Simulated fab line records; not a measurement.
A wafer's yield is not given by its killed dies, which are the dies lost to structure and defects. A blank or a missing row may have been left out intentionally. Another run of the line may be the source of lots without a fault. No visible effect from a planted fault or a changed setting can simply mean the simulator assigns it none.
Which of the tools did it? || flow gf180mcu || Sampling: 12 lots, 36 wafers, 4 of 602 route steps

## WHAT THE GAUGES READ, wafer by wafer
GF_STI_THK_MEAS_22. Usual: STI_OXIDATION_01_THK gives 15.09 nm (standard deviation 0.25).
{"lot": "L428", "measured": "day 2 09:54", "on": "film-metro-03", "STI_OXIDATION_01_THK (nm)": "15.32 15.42 15.35", "flag": ""}
{"lot": "L429", "measured": "day 2 18:27", "on": "film-metro-01", "STI_OXIDATION_01_THK (nm)": "15.53 15.33 15.35", "flag": ""}
{"lot": "L430", "measured": "day 2 20:58", "on": "film-metro-04", "STI_OXIDATION_01_THK (nm)": "14.61 14.88 14.69", "flag": ""}
{"lot": "L431", "measured": "day 3 06:31", "on": "film-metro-04", "STI_OXIDATION_01_THK (nm)": "14.92 15.38 15.29", "flag": ""}
{"lot": "L432", "measured": "day 3 09:05", "on": "film-metro-01", "STI_OXIDATION_01_THK (nm)": "14.95 15.13 15.15", "flag": ""}
{"lot": "L434", "measured": "day 3 21:37", "on": "film-metro-01", "STI_OXIDATION_01_THK (nm)": "15.08 15.10 15.41", "flag": ""}
{"lot": "L435", "measured": "day 4 00:17", "on": "film-metro-03", "STI_OXIDATION_01_THK (nm)": "15.04 14.94 15.39", "flag": ""}
{"lot": "L437", "measured": "day 4 07:35", "on": "film-metro-01", "STI_OXIDATION_01_THK (nm)": "14.88 15.15 14.86", "flag": ""}
{"lot": "L438", "measured": "day 4 12:53", "on": "film-metro-04", "STI_OXIDATION_01_THK (nm)": "20.36 20.08 20.41 20.41 20.08 20.40", "flag": "OFF"}
{"lot": "L439", "measured": "day 4 20:38", "on": "film-metro-03", "STI_OXIDATION_01_THK (nm)": "20.18 19.96 20.11 20.16 20.05 20.11", "flag": "OFF"}
{"lot": "L440", "measured": "day 4 22:27", "on": "film-metro-04", "STI_OXIDATION_01_THK (nm)": "14.82 14.57 14.53", "flag": ""}
{"lot": "L447", "measured": "day 6 11:16", "on": "film-metro-03", "STI_OXIDATION_01_THK (nm)": "15.21 15.59 15.32", "flag": ""}

GF_NWELL_OVL_MEAS_07. Usual: NWELL_OVL gives 0.0 nm (standard deviation 1.3).
{"lot": "L428", "measured": "day 3 14:19", "on": "overlay-01", "NWELL_OVL (nm)": "-1.0 0.3 -1.3", "flag": ""}
{"lot": "L429", "measured": "day 4 00:18", "on": "overlay-01", "NWELL_OVL (nm)": "-0.6 0.3 1.1", "flag": ""}
{"lot": "L430", "measured": "day 4 00:33", "on": "overlay-01", "NWELL_OVL (nm)": "-2.3 -0.9 -1.8", "flag": ""}
{"lot": "L431", "measured": "day 4 13:16", "on": "overlay-01", "NWELL_OVL (nm)": "-0.3 0.8 0.5", "flag": ""}
{"lot": "L432", "measured": "day 4 13:37", "on": "overlay-01", "NWELL_OVL (nm)": "3.3 2.0 2.7", "flag": ""}
{"lot": "L434", "measured": "day 5 07:12", "on": "overlay-01", "NWELL_OVL (nm)": "-1.2 -0.1 -1.4", "flag": ""}
{"lot": "L435", "measured": "day 5 07:32", "on": "overlay-02", "NWELL_OVL (nm)": "-0.2 0.8 0.1", "flag": ""}
{"lot": "L437", "measured": "day 5 16:00", "on": "overlay-02", "NWELL_OVL (nm)": "0.9 0.8 -0.1", "flag": ""}
{"lot": "L438", "measured": "day 5 19:31", "on": "overlay-01", "NWELL_OVL (nm)": "-2.2 -2.9 -3.0", "flag": ""}
{"lot": "L439", "measured": "day 6 03:50", "on": "overlay-02", "NWELL_OVL (nm)": "-0.5 -0.7 -0.3", "flag": ""}
{"lot": "L440", "measured": "day 6 07:23", "on": "overlay-01", "NWELL_OVL (nm)": "2.0 -0.6 1.3", "flag": ""}
{"lot": "L447", "measured": "day 7 20:46", "on": "overlay-02", "NWELL_OVL (nm)": "1.4 1.8 -0.1", "flag": ""}

GF_CONTACT_BOW_MEAS_05. Usual: CONTACT_BOW gives 65 um (standard deviation 7.3).
{"lot": "L428", "measured": "day 14 19:34", "on": "film-metro-02", "CONTACT_BOW (um)": "53 63 65", "flag": ""}
{"lot": "L429", "measured": "day 15 21:24", "on": "film-metro-03", "CONTACT_BOW (um)": "60 68 74", "flag": ""}
{"lot": "L430", "measured": "day 15 20:39", "on": "film-metro-02", "CONTACT_BOW (um)": "62 60 73", "flag": ""}
{"lot": "L431", "measured": "day 16 08:55", "on": "film-metro-02", "CONTACT_BOW (um)": "58 63 67", "flag": ""}
{"lot": "L432", "measured": "day 16 15:02", "on": "film-metro-03", "CONTACT_BOW (um)": "87 73 68", "flag": ""}
{"lot": "L434", "measured": "day 17 14:56", "on": "film-metro-03", "CONTACT_BOW (um)": "76 62 74", "flag": ""}
{"lot": "L435", "measured": "day 17 18:44", "on": "film-metro-04", "CONTACT_BOW (um)": "60 70 73", "flag": ""}
{"lot": "L437", "measured": "day 18 00:41", "on": "film-metro-02", "CONTACT_BOW (um)": "68 47 62", "flag": ""}
{"lot": "L438", "measured": "day 18 07:26", "on": "film-metro-02", "CONTACT_BOW (um)": "68 61 55", "flag": ""}
{"lot": "L439", "measured": "day 18 20:23", "on": "film-metro-04", "CONTACT_BOW (um)": "66 53 61", "flag": ""}
{"lot": "L440", "measured": "day 19 15:43", "on": "film-metro-03", "CONTACT_BOW (um)": "66 50 40", "flag": ""}
{"lot": "L447", "measured": "day 22 02:13", "on": "film-metro-02", "CONTACT_BOW (um)": "64 58 68", "flag": ""}

## EACH LOT AND THE TOOL THAT RAN IT (in order: tool; ch and the chambers of the sampled wafers; start)
{"lot": "L428", "GF_STI_OXIDATION_21": "furnace-02 ch 0, day 2 08:47"}
{"lot": "L429", "GF_STI_OXIDATION_21": "furnace-02 ch 0, day 2 17:19"}
{"lot": "L430", "GF_STI_OXIDATION_21": "furnace-02 ch 0, day 2 19:50"}
{"lot": "L431", "GF_STI_OXIDATION_21": "furnace-01 ch 0, day 3 05:22"}
{"lot": "L432", "GF_STI_OXIDATION_21": "furnace-01 ch 0, day 3 07:57"}
{"lot": "L434", "GF_STI_OXIDATION_21": "furnace-02 ch 0, day 3 20:28"}
{"lot": "L435", "GF_STI_OXIDATION_21": "furnace-02 ch 0, day 3 23:09"}
{"lot": "L437", "GF_STI_OXIDATION_21": "furnace-02 ch 0, day 4 06:26"}
{"lot": "L438", "GF_STI_OXIDATION_21": "furnace-02 ch 0, day 4 11:46"}
{"lot": "L439", "GF_STI_OXIDATION_21": "furnace-02 ch 0, day 4 19:31"}
{"lot": "L440", "GF_STI_OXIDATION_21": "furnace-01 ch 0, day 4 21:19"}
{"lot": "L447", "GF_STI_OXIDATION_21": "furnace-01 ch 0, day 6 10:08"}
- GF_STI_OXIDATION_21: stabilise 600 s, purge 300 s, target thk 15 nm.

## WHAT THE TOOLS THEMSELVES READ (means of the sampled wafers that have a number; where no wafer has one, the mark that the record gives instead)
GF_STI_OXIDATION_21. Usual: spike-tc-bottom-C 1019.4 C, standard deviation 1.1; spike-tc-centre-C 1001.2 C, standard deviation 1.2; spike-tc-lower-C 1000.5 C, standard deviation 0.88; spike-tc-top-C 1008.1 C, standard deviation 1.8; spike-tc-upper-C 1000.4 C, standard deviation 1; tube-center-temp-C 1000 C, standard deviation 0.096; tube_center_temp_C_max 1002.6, standard deviation 0.41; zone-power-lower-pct 23.8 %, standard deviation 0.91; zone-power-upper-pct 24.8 %, standard deviation 0.73.
{"lot": "L428", "tool": "furnace-02", "spike-tc-bottom-C (C)": 1019.4, "spike-tc-centre-C (C)": 1001.8, "spike-tc-lower-C (C)": 999.9, "spike-tc-top-C (C)": 1007.4, "spike-tc-upper-C (C)": 1000.5, "tube-center-temp-C (C)": 1000, "tube_center_temp_C_max": 1002.3, "zone-power-lower-pct (%)": 24.4, "zone-power-upper-pct (%)": 25.2, "flag": ""}
{"lot": "L429", "tool": "furnace-02", "spike-tc-bottom-C (C)": 1018.5, "spike-tc-centre-C (C)": 1000.8, "spike-tc-lower-C (C)": 1000.9, "spike-tc-top-C (C)": 1007.3, "spike-tc-upper-C (C)": 1001.0, "tube-center-temp-C (C)": 1000, "tube_center_temp_C_max": 1002.5, "zone-power-lower-pct (%)": 24.3, "zone-power-upper-pct (%)": 25.3, "flag": ""}
{"lot": "L430", "tool": "furnace-02", "spike-tc-bottom-C (C)": 1019.8, "spike-tc-centre-C (C)": 1001.6, "spike-tc-lower-C (C)": 999.8, "spike-tc-top-C (C)": 1006.6, "spike-tc-upper-C (C)": 999.6, "tube-center-temp-C (C)": 1000, "tube_center_temp_C_max": 1002.6, "zone-power-lower-pct (%)": 24.5, "zone-power-upper-pct (%)": 25.2, "flag": ""}
{"lot": "L431", "tool": "furnace-01", "spike-tc-bottom-C (C)": 1020.1, "spike-tc-centre-C (C)": 999.3, "spike-tc-lower-C (C)": 1000.6, "spike-tc-top-C (C)": 1010.7, "spike-tc-upper-C (C)": 1001.3, "tube-center-temp-C (C)": 1000, "tube_center_temp_C_max": 1002.5, "zone-power-lower-pct (%)": 22.3, "zone-power-upper-pct (%)": 23.6, "flag": ""}
{"lot": "L432", "tool": "furnace-01", "spike-tc-bottom-C (C)": 1019.6, "spike-tc-centre-C (C)": 1000.3, "spike-tc-lower-C (C)": 1001.6, "spike-tc-top-C (C)": 1009.0, "spike-tc-upper-C (C)": 1000.4, "tube-center-temp-C (C)": 1000, "tube_center_temp_C_max": 1002.6, "zone-power-lower-pct (%)": 22.2, "zone-power-upper-pct (%)": 23.8, "flag": ""}
{"lot": "L434", "tool": "furnace-02", "spike-tc-bottom-C (C)": 1019.5, "spike-tc-centre-C (C)": 1001.5, "spike-tc-lower-C (C)": 1000.6, "spike-tc-top-C (C)": 1008.1, "spike-tc-upper-C (C)": 999.7, "tube-center-temp-C (C)": 1000, "tube_center_temp_C_max": 1002.9, "zone-power-lower-pct (%)": 24.2, "zone-power-upper-pct (%)": 25.1, "flag": ""}
{"lot": "L435", "tool": "furnace-02", "spike-tc-bottom-C (C)": 1019.4, "spike-tc-centre-C (C)": 1002.6, "spike-tc-lower-C (C)": 1001.5, "spike-tc-top-C (C)": 1007.3, "spike-tc-upper-C (C)": 1000.0, "tube-center-temp-C (C)": 1000, "tube_center_temp_C_max": 1002.4, "zone-power-lower-pct (%)": 24.4, "zone-power-upper-pct (%)": 25.3, "flag": ""}
{"lot": "L437", "tool": "furnace-02", "spike-tc-bottom-C (C)": 1018.8, "spike-tc-centre-C (C)": 1000.8, "spike-tc-lower-C (C)": 1000.4, "spike-tc-top-C (C)": 1007.9, "spike-tc-upper-C (C)": 1000.3, "tube-center-temp-C (C)": 1000, "tube_center_temp_C_max": 1002.6, "zone-power-lower-pct (%)": 24.3, "zone-power-upper-pct (%)": 25.4, "flag": ""}
{"lot": "L438", "tool": "furnace-02", "spike-tc-bottom-C (C)": 1057.3, "spike-tc-centre-C (C)": 1039.5, "spike-tc-lower-C (C)": 1037.9, "spike-tc-top-C (C)": 1044.6, "spike-tc-upper-C (C)": 1036.7, "tube-center-temp-C (C)": 1038, "tube_center_temp_C_max": 1040.3, "zone-power-lower-pct (%)": 26.6, "zone-power-upper-pct (%)": 27.6, "flag": "OFF"}
{"lot": "L439", "tool": "furnace-02", "spike-tc-bottom-C (C)": 1056.6, "spike-tc-centre-C (C)": 1038.9, "spike-tc-lower-C (C)": 1037.8, "spike-tc-top-C (C)": 1044.1, "spike-tc-upper-C (C)": 1037.9, "tube-center-temp-C (C)": 1038, "tube_center_temp_C_max": 1040.3, "zone-power-lower-pct (%)": 26.5, "zone-power-upper-pct (%)": 27.8, "flag": "OFF"}
{"lot": "L440", "tool": "furnace-01", "spike-tc-bottom-C (C)": 1019.5, "spike-tc-centre-C (C)": 1000.6, "spike-tc-lower-C (C)": 999.9, "spike-tc-top-C (C)": 1009.1, "spike-tc-upper-C (C)": 1001.9, "tube-center-temp-C (C)": 1000, "tube_center_temp_C_max": 1002.6, "zone-power-lower-pct (%)": 22.2, "zone-power-upper-pct (%)": 23.8, "flag": ""}
{"lot": "L447", "tool": "furnace-01", "spike-tc-bottom-C (C)": 1020.1, "spike-tc-centre-C (C)": 1001.0, "spike-tc-lower-C (C)": 1001.0, "spike-tc-top-C (C)": 1010.5, "spike-tc-upper-C (C)": 1001.8, "tube-center-temp-C (C)": 1000, "tube_center_temp_C_max": 1002.4, "zone-power-lower-pct (%)": 22.5, "zone-power-upper-pct (%)": 23.5, "flag": ""}

## THE ANSWER, worked out from the rows above alone
Rule: take the mean of a lot's wafers that have a number; if it is more than 3 standard deviations from the usual mean, the lot is off. A lot without any number at a reading at which 4 lots or more have one is off too. Any other lot the step has rows for is counted as sound. After the gauges, taken in route order, come the tools' own readings; for these a lot's mean is taken, as printed above. At the first step where some lot is off, the reading lying furthest off is the one used; lots without a number count as furthest.
Off: L438, L439, seen at GF_STI_THK_MEAS_22 (STI_OXIDATION_01_THK).
A tool fits if, at a process step before that reading, it ran every lot that is off, and no sound lot after the first of them. The gauges at GF_STI_THK_MEAS_22 aren't tried: what is off there is off at GF_STI_OXIDATION_21 too, on other tools, and a gauge's error can't cause that. One candidate fits, namely furnace-02 at GF_STI_OXIDATION_21. Its last sound lot is L437 (day 4 06:26), its first lot that is off L438 (day 4 11:46): a fault that began between those two fits.
The tool's own readings at GF_STI_OXIDATION_21 bear it out: on the lots that are off they differ by more than 5 times the standard deviation of the sound lots' means. spike-tc-bottom-C reads 1056.9 C there against 1019.5 C on the sound lots; spike-tc-centre-C reads 1039.2 C there against 1001.0 C on the sound lots; spike-tc-lower-C reads 1037.8 C there against 1000.6 C on the sound lots; spike-tc-top-C reads 1044.3 C there against 1008.4 C on the sound lots; spike-tc-upper-C reads 1037.3 C there against 1000.6 C on the sound lots; tube-center-temp-C reads 1038 C there against 1000 C on the sound lots; tube_center_temp_C_max reads 1040.3 there against 1002.5 on the sound lots.

## WHAT HAD BEEN PUT IN BY THE SIMULATOR
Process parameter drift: furnace-02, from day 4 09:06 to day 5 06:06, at GF_STI_OXIDATION_21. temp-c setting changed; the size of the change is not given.
Lots struck among those shown: L438, L439. The rule above found the same.
